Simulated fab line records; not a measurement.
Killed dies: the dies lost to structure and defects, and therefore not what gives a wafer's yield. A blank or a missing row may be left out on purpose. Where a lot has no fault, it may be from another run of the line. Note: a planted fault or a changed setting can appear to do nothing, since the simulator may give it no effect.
fab line records	flow sky130
record lots=12	wafers=36	lastDay=50
route steps=708 shown CAPM@550 METAL3@567 PAD_OPEN@708
lots that met no fault: taken from a fault-free run of the same line
startH: hours from the record's first day to the start of the lot's first wafer shown	waitH: hours from the lot's prior step to this one	" the same as in the row above	L1.1+2: a row that stands for several wafers	- either no value or no given start	* or withheld: withheld	< > ~ a bound
route shown NAME@n: NAME is a module with steps in the file, n the number in the route of the first one	usual: mean and standard deviation over wafers with no fault	same: alike in all rows	chamber/n: place in a boat	sites: the reading at each site	_std_site: the standard deviation of these	_edge_site: mean of outer sites minus mean of inner sites	radiusMm: how far each site lies from the wafer's centre	mask NAME#n: copy n	behind: the tool/chamber that last shaped the wafer	hold: reason for holding the lot/hours on hold/outcome of the hold	device: transistor that didn't switch, given as n, p or np	end of line: tests of these same wafers at the route's end	a step without rows: its recipe alone	killed: at the first sort, the dies lost to defects and structure; wafer yield is something else	map: per-die view of a wafer (x killed, . not killed, _ where there is no die)
set.NAME: the setting as run; set.NAME@STEP: as run at that earlier step	model.NAME: the simulator's own value behind a step, which no gauge read
a sample of lots followed through the steps of the route, with each step as a table and each wafer as a row
services: a tool's chamber out of use, with start hour (startH, from the record's first day; less than 0 if before it), hours out, and reason
## steps
# step SKY_CAPM_METAL_ETCH_13
# recipe targetDepthNm=220	stopOn=SiO2	chemistry=Cl2/BCl3	target=TiN	pressureMtorr=10	icpW=900	biasW=48.5	Cl2_flow_sccm=60	bcl3FlowSccm=30	timeS=62.9
# usual drypumpMotorCurrentA=5.6/0.46	oesProductAu=0.943/0.01	runLengthS=91.5/0.42	throttleValvePct=21.902/0.011
lot.wafer	tool	chamber	startH	waitH	drypumpMotorCurrentA	oesProductAu	rfHoursCounterH	runLengthS	throttleValvePct
L599.1	rieMetal-01	0	866.28	0.0	5.4	0.931	5	90.8	21.908
L599.4	"	1	"	"	5.3	0.930	-	91.8	21.916
L599.6	"	1	"	"	5.4	0.935	-	92.3	21.907
L605.1	rieMetal-04	1	924.47	0.0	5.6	0.928	19	91.2	21.903
L605.2	"	0	"	"	6.5	0.929	10	91.9	21.887
L605.5	"	0	"	"	6.4	0.929	-	91.8	21.914
L606.2	rieMetal-01	0	927.47	0.0	5.4	0.941	7	91.0	21.884
L606.4	"	1	"	"	5.4	0.940	-	91.9	21.913
L606.5	"	1	"	"	5.4	0.949	-	91.7	21.907
L607.2	rieMetal-04	1	934.42	0.0	5.6	0.941	19	91.5	21.904
L607.4	"	0	"	"	6.5	0.930	-	92.2	21.907
L607.6	"	1	"	"	5.6	0.931	-	91.2	21.894
L608.3	rieMetal-04	0	941.80	0.0	6.5	0.944	-	92.3	21.916
L608.5	"	1	"	"	5.6	0.950	-	91.2	21.903
L608.6	"	0	"	"	6.5	0.933	-	91.9	21.909
L609.1	rieMetal-01	0	950.83	0.0	5.4	0.963	8	90.9	21.902
L609.2	"	1	"	"	5.4	0.950	7	91.7	21.917
L609.5	"	1	"	"	5.3	0.946	-	92.3	21.909
L610.1	rieMetal-01	0	961.58	0.0	5.4	0.940	9	90.9	21.913
L610.3	"	0	"	"	5.4	0.940	-	90.9	21.920
L610.6	"	0	"	"	5.4	0.940	-	90.9	21.890
L612.1	rieMetal-04	1	968.23	0.0	5.6	0.910	21	95.3	21.926
L612.2	"	0	"	"	6.5	0.909	13	95.8	21.923
L612.4	"	0	"	"	6.5	0.905	-	96.0	21.923
L617.1	rieMetal-04	0	996.23	0.0	6.5	0.933	14	96.0	21.921
L617.2	"	1	"	"	5.6	0.908	23	95.2	21.931
L617.4	"	1	"	"	5.6	0.904	-	95.3	21.947
L619.3	rieMetal-02	0	1018.76	0.0	4.9	0.940	-	91.7	21.901
L619.5	"	0	"	"	5.0	0.938	-	91.5	21.905
L619.6	"	1	"	"	5.9	0.935	-	91.6	21.927
L620.1	rieMetal-02	1	1028.98	0.0	5.8	0.960	14	91.2	21.879
L620.3	"	0	"	"	5.0	0.935	-	91.3	21.907
L620.6	"	1	"	"	5.9	0.948	-	91.6	21.913
L622.1	rieMetal-01	0	1046.03	0.0	5.4	0.964	14	91.0	21.888
L622.2	"	1	"	"	5.4	0.948	12	91.8	21.904
L622.4	"	0	"	"	5.4	0.934	-	90.9	21.913
# step SKY_CAPM_STRIP_14
# recipe chemistry=O2/N2	powerW=1400	pressureMtorr=1500	platenTempC=withheld	o2FlowSccm=3000	n2FlowSccm=300	overashFraction=0.5
# usual drypumpMotorCurrentA=6.0/0.57	o2FlowSccm=3000/8.6	oesProductAu=0.710/0.0048	stripTimeToEndpointS=12.66/0.038
lot.wafer	tool	chamber	startH	waitH	drypumpMotorCurrentA	o2FlowSccm	oesProductAu	rfHoursCounterH	stripTimeToEndpointS
L599.1	plasmaAsher-03	1	866.36	0.1	5.7	2998	0.705	13	12.60
L599.4	"	1	"	"	5.7	3003	0.716	-	12.69
L599.6	"	0	"	"	6.3	2994	0.711	-	12.69
L605.1	plasmaAsher-04	1	924.55	0.1	5.7	2994	0.695	112	12.67
L605.2	"	0	"	"	6.7	3009	0.713	112	12.62
L605.5	"	1	"	"	5.8	2971	0.713	-	12.61
L606.2	plasmaAsher-04	0	927.55	0.1	6.6	3003	0.713	113	12.70
L606.4	"	1	"	"	5.8	2999	0.714	-	12.69
L606.5	"	0	"	"	6.6	3007	0.713	-	12.68
L607.2	plasmaAsher-01	0	934.50	0.1	4.9	3001	0.707	49	12.68
L607.4	"	0	"	"	4.9	3004	0.711	-	12.68
L607.6	"	1	"	"	6.3	2987	0.712	-	12.68
L608.3	plasmaAsher-04	0	941.89	0.1	6.6	3009	0.708	-	12.67
L608.5	"	1	"	"	5.8	2990	0.716	-	12.65
L608.6	"	0	"	"	6.6	2989	0.718	-	12.56
L609.1	plasmaAsher-03	1	950.91	0.1	5.7	3006	0.711	20	12.62
L609.2	"	0	"	"	6.3	2991	0.705	20	12.64
L609.5	"	1	"	"	5.7	2999	0.711	-	12.64
L610.1	plasmaAsher-04	1	961.66	0.1	5.7	2994	0.706	116	12.68
L610.3	"	1	"	"	5.8	2984	0.707	-	12.63
L610.6	"	1	"	"	5.8	2999	0.715	-	12.70
L612.1	plasmaAsher-01	0	968.31	0.1	4.9	3016	0.701	52	12.54
L612.2	"	1	"	"	6.2	2991	0.712	52	12.50
L612.4	"	1	"	"	6.3	3013	0.708	-	12.55
L617.1	plasmaAsher-01	1	996.31	0.1	6.3	2986	0.699	55	12.47
L617.2	"	0	"	"	4.9	3003	0.708	55	12.58
L617.4	"	1	"	"	6.3	2989	0.707	-	12.51
L619.3	plasmaAsher-03	0	1018.84	0.1	6.3	2994	0.712	-	12.69
L619.5	"	0	"	"	6.3	3006	0.711	-	12.67
L619.6	"	1	"	"	5.7	2998	0.716	-	12.63
L620.1	plasmaAsher-03	1	1029.05	0.1	5.7	3002	0.706	26	12.68
L620.3	"	0	"	"	6.3	3000	0.714	-	12.71
L620.6	"	0	"	"	6.3	3013	0.709	-	12.68
L622.1	plasmaAsher-01	1	1046.11	0.1	6.3	2999	0.707	60	12.62
L622.2	"	0	"	"	4.9	3002	0.711	60	12.68
L622.4	"	0	"	"	4.9	2991	0.712	-	12.64
# step SKY_METAL3_ETCH_17
# recipe target=SiO2	stopOn=TiN	chemistry=C4F8/O2/Ar	sourceW=1500	biasW=1200	pressureMtorr=40	c4f8FlowSccm=withheld	O2_flow_sccm=6	Ar_flow_sccm=300	timeS=3.9	targetDepthA=150
# usual oesProductAu=0.757/0.0069
lot.wafer	tool	chamber	startH	waitH	oesProductAu	rfHoursCounterH
L599.1	rieDiel-04	1	892.68	0.1	0.751	13
L599.4	"	2	"	"	0.766	6
L599.6	"	2	"	"	0.761	-
L605.1	rieDiel-03	3	949.43	0.1	0.759	19
L605.2	"	2	"	"	0.747	16
L605.5	"	3	"	"	0.756	-
L606.2	rieDiel-02	1	953.03	0.1	0.758	18
L606.4	"	2	"	"	0.757	17
L606.5	"	2	"	"	0.760	-
L607.2	rieDiel-04	3	959.73	0.1	0.764	17
L607.4	"	1	"	"	0.772	15
L607.6	"	2	"	"	0.763	-
L608.3	rieDiel-02	2	966.13	0.0	0.763	18
L608.5	"	3	"	"	0.766	-
L608.6	"	0	"	"	0.767	-
L609.1	rieDiel-02	3	975.78	0.1	0.756	6
L609.2	"	2	"	"	0.751	18
L609.5	"	3	"	"	0.773	-
L610.1	rieDiel-03	3	986.35	0.1	0.759	20
L610.3	"	1	"	"	0.754	17
L610.6	"	3	"	"	0.764	-
L612.1	rieDiel-02	1	992.67	0.1	0.724	19
L612.2	"	2	"	"	0.715	18
L612.4	"	0	"	"	0.715	11
L617.1	rieDiel-02	0	1020.68	0.1	0.709	12
L617.2	"	3	"	"	0.713	7
L617.4	"	2	"	"	0.722	19
L619.3	rieDiel-02	0	1041.83	0.0	0.756	12
L619.5	"	1	"	"	0.751	-
L619.6	"	0	"	"	0.751	-
L620.1	rieDiel-04	0	1051.21	0.1	0.748	14
L620.3	"	3	"	"	0.742	20
L620.6	"	0	"	"	0.769	-
L622.1	rieDiel-03	0	1067.91	0.1	0.755	14
L622.2	"	3	"	"	0.751	22
L622.4	"	2	"	"	0.762	20
# step SKY_PAD_OPEN_PROBE_99
# usual defectLimitedYield=82.4/1.9	killed_at_M0_to_M3=44/7.2	killed_at_M4_up=3.4/2.1	killedAtContacts=24/5.5	killedAtFrontEnd=15/4.6	killedAtOther=0.4/0.64	killedDies=86/9.1	killedOpen=47/7.5	killedShort=39/5.8	sort_bin_3_pad_short=0.9/0.41	sort_bin_5_function=10.4/1.5	sort_bin_6_memory=6.3/1.2	sortNPass=406/9.1	sortYieldPct=82.4/1.9
# same grossDies=492	killedAtBackSide=0	sort_bin_4_leakage[%]=0	sort_bin_8_speed[%]=0
lot.wafer	tool	chamber	startH	waitH	defectLimitedYield[%]	killed_at_M0_to_M3	killed_at_M4_up	killedAtContacts	killedAtFrontEnd	killedAtOther	killedDies	killedOpen	killedShort	sort_bin_3_pad_short[%]	sort_bin_5_function[%]	sort_bin_6_memory[%]	sortNPass	sortYieldPct[%]
L599.1	prober-01	-	1066.41	0.1	83.3	46	1	17	18	0	82	50	32	0.6	11.0	5.1	410	83.3
L599.4	prober-01	-	1066.56	0.2	82.1	41	8	21	18	0	88	51	37	1.4	10.2	6.3	404	82.1
L599.6	prober-01	-	1066.66	0.2	81.1	47	4	23	18	1	93	54	39	0.4	11.6	6.9	399	81.1
L605.1	prober-01	-	1114.72	0.1	80.7	58	4	15	18	0	95	54	41	1.6	11.8	5.9	397	80.7
L605.2	prober-01	-	1114.77	0.1	79.7	49	2	22	25	2	100	52	48	0.2	13.4	6.7	392	79.7
L605.5	prober-01	-	1114.92	0.2	81.5	50	1	21	18	1	91	44	46	0.4	12.8	5.3	401	81.5
L606.2	prober-02	-	1116.87	0.1	83.9	39	3	20	17	0	79	41	38	1.6	9.3	5.1	413	83.9
L606.4	prober-02	-	1116.97	0.2	81.1	41	7	25	20	0	93	49	44	1.2	10.0	7.7	399	81.1
L606.5	prober-02	-	1117.02	0.2	81.9	37	6	29	16	1	89	48	41	0.6	12.6	4.9	403	81.9
L607.2	prober-01	-	1122.18	0.1	82.5	56	7	10	13	0	86	57	29	0.2	12.4	4.9	406	82.5
L607.4	prober-01	-	1122.28	0.2	83.1	35	0	32	15	1	83	41	42	0.4	10.4	6.1	409	83.1
L607.6	prober-01	-	1122.38	0.2	85.0	36	1	18	18	1	74	40	33	0.4	8.5	6.1	418	85.0
L608.3	prober-02	-	1128.86	0.2	78.0	46	6	37	19	0	108	60	48	2.0	11.2	8.7	384	78.0
L608.5	prober-02	-	1128.96	0.2	79.3	41	7	35	18	1	102	62	39	1.0	12.2	7.5	390	79.3
L608.6	prober-02	-	1129.01	0.2	80.9	60	2	21	9	2	94	54	39	1.2	10.6	7.3	398	80.9
L609.1	prober-01	-	1135.86	0.1	82.3	45	6	26	9	1	87	42	45	0.6	8.1	8.9	405	82.3
L609.2	prober-01	-	1135.91	0.1	82.7	46	4	18	17	0	85	49	36	1.0	11.4	4.9	407	82.7
L609.5	prober-01	-	1136.06	0.2	83.7	38	7	28	7	0	80	42	38	1.0	10.8	4.5	412	83.7
L610.1	prober-02	-	1144.22	0.1	85.4	39	3	17	13	0	72	38	34	1.2	7.5	5.9	420	85.4
L610.3	prober-02	-	1144.32	0.2	83.9	45	2	23	8	1	79	45	34	0.6	11.2	4.3	413	83.9
L610.6	prober-02	-	1144.47	0.2	81.9	49	2	23	15	0	89	43	46	0.6	11.0	6.5	403	81.9
L612.1	prober-01	-	1148.51	0.1	79.9	51	1	28	18	1	99	55	43	0.6	12.2	7.3	393	79.9
L612.2	prober-01	-	1148.56	0.1	80.9	50	5	27	12	0	94	53	41	1.8	11.4	5.9	398	80.9
L612.4	prober-01	-	1148.66	0.2	81.3	43	4	28	15	2	92	54	36	0.6	12.2	5.9	400	81.3
L617.1	prober-01	-	1170.86	0.1	82.1	48	6	20	14	0	88	40	48	1.6	9.3	6.9	404	82.1
L617.2	prober-01	-	1170.91	0.1	83.1	45	2	22	14	0	83	37	46	0.6	9.6	6.7	409	83.1
L617.4	prober-01	-	1171.01	0.2	83.3	46	4	23	9	0	82	39	43	1.4	10.4	4.9	410	83.3
L619.3	prober-01	-	1186.44	0.2	81.1	55	1	27	9	1	93	54	38	1.2	10.4	7.3	399	81.1
L619.5	prober-01	-	1186.54	0.2	85.4	33	2	26	11	0	72	39	33	1.0	8.5	5.1	420	85.4
L619.6	prober-01	-	1186.59	0.2	83.9	46	4	20	9	0	79	33	46	1.0	8.3	6.7	413	83.9
L620.1	prober-02	-	1194.11	0.1	83.1	45	2	21	15	0	83	44	39	0.6	9.6	6.7	409	83.1
L620.6	prober-02	-	1194.36	0.2	82.3	37	1	24	25	0	87	45	42	0.4	11.2	6.1	405	82.3
L622.1	prober-01	-	1205.47	0.1	81.9	50	4	21	14	0	89	53	35	0.6	12.4	5.1	403	81.9
L622.2	prober-01	-	1205.52	0.1	79.3	49	2	35	16	0	102	57	45	0.8	12.4	7.5	390	79.3
L622.4	prober-01	-	1205.62	0.2	81.9	45	6	21	17	0	89	49	40	0.8	11.8	5.5	403	81.9
# killed by level:class
L599.1 VIA1:geometricParticle:open=16 FIELD_ISO:geometricParticle:open=9 VIA3:geometricParticle:open=8 FIELD_ISO:geometricParticle:short=7 CONTACT:geometricParticle:open=7 METAL1:geometricParticle:short=7 VIA2:geometricParticle:open=5 LI_CONTACT:geometricParticle:short=4
L599.4 VIA3:geometricParticle:open=10 VIA1:geometricParticle:open=8 CONTACT:geometricParticle:open=7 FIELD_ISO:geometricParticle:open=6 FIELD_ISO:geometricParticle:short=5 METAL2:geometricParticle:short=5 METAL4:geometricParticle:short=5 LOCAL_INTERCONNECT:geometricParticle:open=4
L599.6 LI_CONTACT:geometricParticle:open=9 VIA1:geometricParticle:open=8 METAL1:geometricParticle:short=7 VIA2:geometricParticle:open=7 CONTACT:geometricParticle:open=6 METAL2:geometricParticle:short=6 VIA3:geometricParticle:open=6 FIELD_ISO:geometricParticle:open=5
L605.1 VIA1:geometricParticle:open=13 VIA3:geometricParticle:open=11 VIA2:geometricParticle:open=8 VIA2:geometricParticle:short=7 FIELD_ISO:geometricParticle:open=6 CONTACT:geometricParticle:open=5 LI_CONTACT:geometricParticle:open=4 METAL1:geometricParticle:short=4
L605.2 VIA2:geometricParticle:open=11 POLY_GATE:geometricParticle:open=8 FIELD_ISO:geometricParticle:short=6 LI_CONTACT:geometricParticle:open=6 LOCAL_INTERCONNECT:geometricParticle:short=6 VIA1:geometricParticle:short=6 CONTACT:geometricParticle:open=5 VIA1:geometricParticle:open=5
L605.5 CONTACT:geometricParticle:open=7 METAL1:geometricParticle:short=7 VIA1:geometricParticle:open=7 VIA3:geometricParticle:open=7 FIELD_ISO:geometricParticle:open=6 VIA2:geometricParticle:open=6 VIA2:geometricParticle:short=6 VIA3:geometricParticle:short=5
L606.2 CONTACT:geometricParticle:open=8 VIA2:geometricParticle:open=7 VIA1:geometricParticle:open=6 METAL3:geometricParticle:short=6 POLY_GATE:geometricParticle:open=5 LI_CONTACT:geometricParticle:open=5 VIA1:geometricParticle:short=5 LOCAL_INTERCONNECT:geometricParticle:short=4
L606.4 VIA1:geometricParticle:open=15 CONTACT:geometricParticle:open=8 METAL2:geometricParticle:short=6 FIELD_ISO:geometricParticle:open=5 CONTACT:geometricParticle:short=5 LOCAL_INTERCONNECT:geometricParticle:short=5 METAL4:geometricParticle:short=5 METAL1:geometricParticle:short=4
L606.5 CONTACT:geometricParticle:open=15 VIA1:geometricParticle:open=9 POLY_GATE:geometricParticle:open=6 METAL1:geometricParticle:short=6 METAL4:geometricParticle:short=6 LI_CONTACT:geometricParticle:open=5 LOCAL_INTERCONNECT:geometricParticle:short=5 FIELD_ISO:geometricParticle:short=4
L607.2 VIA1:geometricParticle:open=13 VIA2:geometricParticle:open=9 FIELD_ISO:geometricParticle:open=8 VIA3:geometricParticle:open=8 METAL2:geometricParticle:short=6 CONTACT:geometricParticle:open=5 VIA2:geometricParticle:short=4 METAL3:geometricParticle:short=4
L607.4 CONTACT:geometricParticle:open=9 VIA3:geometricParticle:open=7 LI_CONTACT:geometricParticle:short=6 FIELD_ISO:geometricParticle:open=5 LOCAL_INTERCONNECT:geometricParticle:short=5 CONTACT:geometricParticle:short=5 METAL1:geometricParticle:short=5 METAL2:geometricParticle:short=5
L607.6 VIA1:geometricParticle:open=9 METAL2:geometricParticle:short=7 CONTACT:geometricParticle:open=6 LI_CONTACT:geometricParticle:open=5 METAL1:geometricParticle:short=5 VIA3:geometricParticle:open=5 FIELD_ISO:geometricParticle:short=4 FIELD_ISO:geometricParticle:open=4
L608.3 VIA1:geometricParticle:open=17 CONTACT:geometricParticle:open=16 CONTACT:geometricParticle:short=9 VIA1:geometricParticle:short=8 VIA2:geometricParticle:open=6 POLY_GATE:geometricParticle:short=5 LOCAL_INTERCONNECT:geometricParticle:short=5 VIA3:geometricParticle:open=4
L608.5 CONTACT:geometricParticle:open=17 VIA1:geometricParticle:open=14 VIA3:geometricParticle:open=10 CONTACT:geometricParticle:short=9 SPACER:geometricParticle:open=6 METAL4:geometricParticle:short=6 LOCAL_INTERCONNECT:geometricParticle:short=5 VIA3:geometricParticle:short=4
L608.6 VIA1:geometricParticle:open=17 VIA3:geometricParticle:short=8 VIA3:geometricParticle:open=7 LI_CONTACT:geometricParticle:open=7 CONTACT:geometricParticle:open=7 VIA1:geometricParticle:short=6 METAL2:geometricParticle:short=5 VIA2:geometricParticle:open=4
L609.1 VIA1:geometricParticle:open=13 CONTACT:geometricParticle:open=11 METAL1:geometricParticle:short=6 VIA3:geometricParticle:short=6 CONTACT:geometricParticle:short=5 LOCAL_INTERCONNECT:geometricParticle:short=4 VIA2:geometricParticle:open=4 METAL4:geometricParticle:short=4
L609.2 VIA1:geometricParticle:open=11 VIA3:geometricParticle:short=7 VIA3:geometricParticle:open=6 CONTACT:geometricParticle:open=6 METAL2:geometricParticle:short=6 LI_CONTACT:geometricParticle:open=5 POLY_GATE:geometricParticle:open=4 POLY_GATE:geometricParticle:short=4
L609.5 CONTACT:geometricParticle:open=11 VIA1:geometricParticle:open=7 METAL3:geometricParticle:short=6 LI_CONTACT:geometricParticle:open=6 CONTACT:geometricParticle:short=6 VIA3:geometricParticle:open=6 METAL2:geometricParticle:short=5 VIA2:geometricParticle:open=5
L610.1 VIA3:geometricParticle:open=9 LI_CONTACT:geometricParticle:open=6 CONTACT:geometricParticle:short=6 VIA1:geometricParticle:open=5 VIA2:geometricParticle:open=5 POLY_GATE:geometricParticle:short=4 METAL1:geometricParticle:short=4 POLY_GATE:geometricParticle:open=3
L610.3 VIA1:geometricParticle:open=13 LI_CONTACT:geometricParticle:open=8 VIA3:geometricParticle:open=6 CONTACT:geometricParticle:open=6 METAL1:geometricParticle:short=6 FIELD_ISO:geometricParticle:short=4 VIA1:geometricParticle:short=4 METAL2:geometricParticle:short=4
L610.6 VIA1:geometricParticle:open=12 METAL1:geometricParticle:short=9 LI_CONTACT:geometricParticle:open=8 VIA2:geometricParticle:open=8 FIELD_ISO:geometricParticle:open=5 LI_CONTACT:geometricParticle:short=5 VIA1:geometricParticle:short=4 LOCAL_INTERCONNECT:geometricParticle:short=4
L612.1 VIA1:geometricParticle:open=13 CONTACT:geometricParticle:open=10 VIA3:geometricParticle:open=7 POLY_GATE:geometricParticle:short=6 LI_CONTACT:geometricParticle:open=6 VIA1:geometricParticle:short=6 CONTACT:geometricParticle:short=6 METAL1:geometricParticle:short=6
L612.2 CONTACT:geometricParticle:open=13 VIA1:geometricParticle:open=13 VIA2:geometricParticle:open=7 METAL2:geometricParticle:short=5 LI_CONTACT:geometricParticle:open=5 POLY_GATE:geometricParticle:open=4 POLY_GATE:geometricParticle:short=4 CONTACT:geometricParticle:short=4
L612.4 CONTACT:geometricParticle:open=9 VIA1:geometricParticle:open=9 VIA2:geometricParticle:open=9 VIA3:geometricParticle:open=8 LI_CONTACT:geometricParticle:open=7 POLY_GATE:geometricParticle:open=6 METAL2:geometricParticle:short=6 LOCAL_INTERCONNECT:geometricParticle:short=5
L617.1 VIA1:geometricParticle:open=9 METAL1:geometricParticle:short=9 VIA3:geometricParticle:open=7 CONTACT:geometricParticle:short=6 METAL4:geometricParticle:short=6 CONTACT:geometricParticle:open=5 VIA2:geometricParticle:short=5 VIA2:geometricParticle:open=4
L617.2 VIA1:geometricParticle:open=11 VIA3:geometricParticle:open=7 LI_CONTACT:geometricParticle:short=6 VIA1:geometricParticle:short=6 LOCAL_INTERCONNECT:geometricParticle:short=5 VIA3:geometricParticle:short=5 POLY_GATE:geometricParticle:open=4 CONTACT:geometricParticle:open=4
L617.4 VIA1:geometricParticle:open=13 LI_CONTACT:geometricParticle:open=7 VIA1:geometricParticle:short=6 METAL2:geometricParticle:short=6 CONTACT:geometricParticle:open=5 LOCAL_INTERCONNECT:geometricParticle:short=5 VIA3:geometricParticle:open=5 METAL3:geometricParticle:short=4
L619.3 VIA1:geometricParticle:open=15 CONTACT:geometricParticle:open=10 VIA3:geometricParticle:open=8 VIA2:geometricParticle:open=7 LI_CONTACT:geometricParticle:open=6 METAL2:geometricParticle:short=6 VIA3:geometricParticle:short=5 LOCAL_INTERCONNECT:geometricParticle:short=5
L619.5 CONTACT:geometricParticle:open=10 LI_CONTACT:geometricParticle:open=6 VIA1:geometricParticle:open=5 METAL2:geometricParticle:short=5 POLY_GATE:geometricParticle:open=4 METAL1:geometricParticle:short=4 VIA2:geometricParticle:open=4 VIA3:geometricParticle:short=4
L619.6 LI_CONTACT:geometricParticle:open=8 VIA1:geometricParticle:open=8 VIA1:geometricParticle:short=7 METAL2:geometricParticle:short=7 VIA2:geometricParticle:short=6 METAL3:geometricParticle:short=4 VIA3:geometricParticle:open=4 METAL4:geometricParticle:short=4
L620.1 VIA1:geometricParticle:open=9 CONTACT:geometricParticle:open=8 VIA2:geometricParticle:open=7 METAL2:geometricParticle:short=6 CONTACT:geometricParticle:short=5 VIA3:geometricParticle:open=5 FIELD_ISO:geometricParticle:open=4 LOCAL_INTERCONNECT:geometricParticle:short=4
L620.6 FIELD_ISO:geometricParticle:short=11 CONTACT:geometricParticle:open=11 FIELD_ISO:geometricParticle:open=6 LOCAL_INTERCONNECT:geometricParticle:short=6 VIA2:geometricParticle:open=6 METAL3:geometricParticle:short=6 VIA3:geometricParticle:open=6 LI_CONTACT:geometricParticle:open=5
L622.1 CONTACT:geometricParticle:open=12 VIA1:geometricParticle:open=12 METAL2:geometricParticle:short=11 VIA2:geometricParticle:open=9 LI_CONTACT:geometricParticle:open=4 METAL1:geometricParticle:short=4 VIA3:geometricParticle:open=4 FIELD_ISO:geometricParticle:open=3
L622.2 CONTACT:geometricParticle:open=16 VIA1:geometricParticle:open=12 LI_CONTACT:geometricParticle:open=8 METAL3:geometricParticle:short=7 METAL2:geometricParticle:short=6 METAL1:geometricParticle:short=5 VIA1:geometricParticle:short=5 VIA2:geometricParticle:open=5
L622.4 VIA1:geometricParticle:open=15 CONTACT:geometricParticle:open=9 FIELD_ISO:geometricParticle:short=8 VIA1:geometricParticle:short=7 POLY_GATE:geometricParticle:open=5 METAL1:geometricParticle:short=5 VIA3:geometricParticle:open=5 METAL2:geometricParticle:short=4
## services
tool	chamber	startH	hours	kind
rieMetal-02	-	852.18	1.4	pm
rieMetal-02	-	853.71	0.4	repair
rieMetal-02	1	858.75	16.7	repair
rieDiel-03	2	874.23	25.6	repair
rieMetal-04	1	904.77	10.6	repair
plasmaAsher-03	-	906.39	8.2	repair
rieDiel-02	3	913.37	4.4	repair
rieDiel-02	-	913.86	8.9	repair
plasmaAsher-04	-	917.98	1.3	repair
rieMetal-01	-	935.72	2.8	pm
rieDiel-02	1	941.07	3.0	repair
plasmaAsher-01	-	943.86	1.7	repair
rieMetal-02	1	951.51	1.9	repair
plasmaAsher-03	-	996.09	14.6	pm
rieMetal-04	1	997.59	-	clean
rieMetal-04	1	997.59	21.5	scheduledDown
rieDiel-02	3	999.30	5.2	repair
rieDiel-02	-	1006.41	1.4	repair
rieMetal-04	-	1019.53	14.6	pm
rieMetal-01	-	1041.08	1.4	pm
plasmaAsher-03	-	1044.74	4.0	pm
rieDiel-03	-	1050.06	2.6	repair
plasmaAsher-04	-	1053.14	1.4	repair
plasmaAsher-04	-	1055.25	9.0	pm
## key
firstSign step=SKY_CAPM_METAL_ETCH_13	reading=runLengthS	direction=up	sigmas=9.8	usual=*	struck=*
effect step=SKY_CAPM_METAL_ETCH_13	reading=oesProductAu	direction=down	sigmas=3.1	usual=0.943	struck=0.911
effect step=SKY_CAPM_STRIP_14	reading=stripTimeToEndpointS	direction=down	sigmas=3.7	usual=*	struck=*
effect step=SKY_METAL3_ETCH_17	reading=oesProductAu	direction=down	sigmas=5.8	usual=0.757	struck=0.716
metAt SKY_CAPM_METAL_ETCH_13
struckLots L612,L617
onsetBetween 941.80 968.23
fault kind=processParameterDrift	tool=rieMetal-04	chamber=-	onsetH=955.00	steps=SKY_CAPM_METAL_ETCH_13	channel=timeS	offset=*	shape=step	endH=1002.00	actsIn=*	stated=*
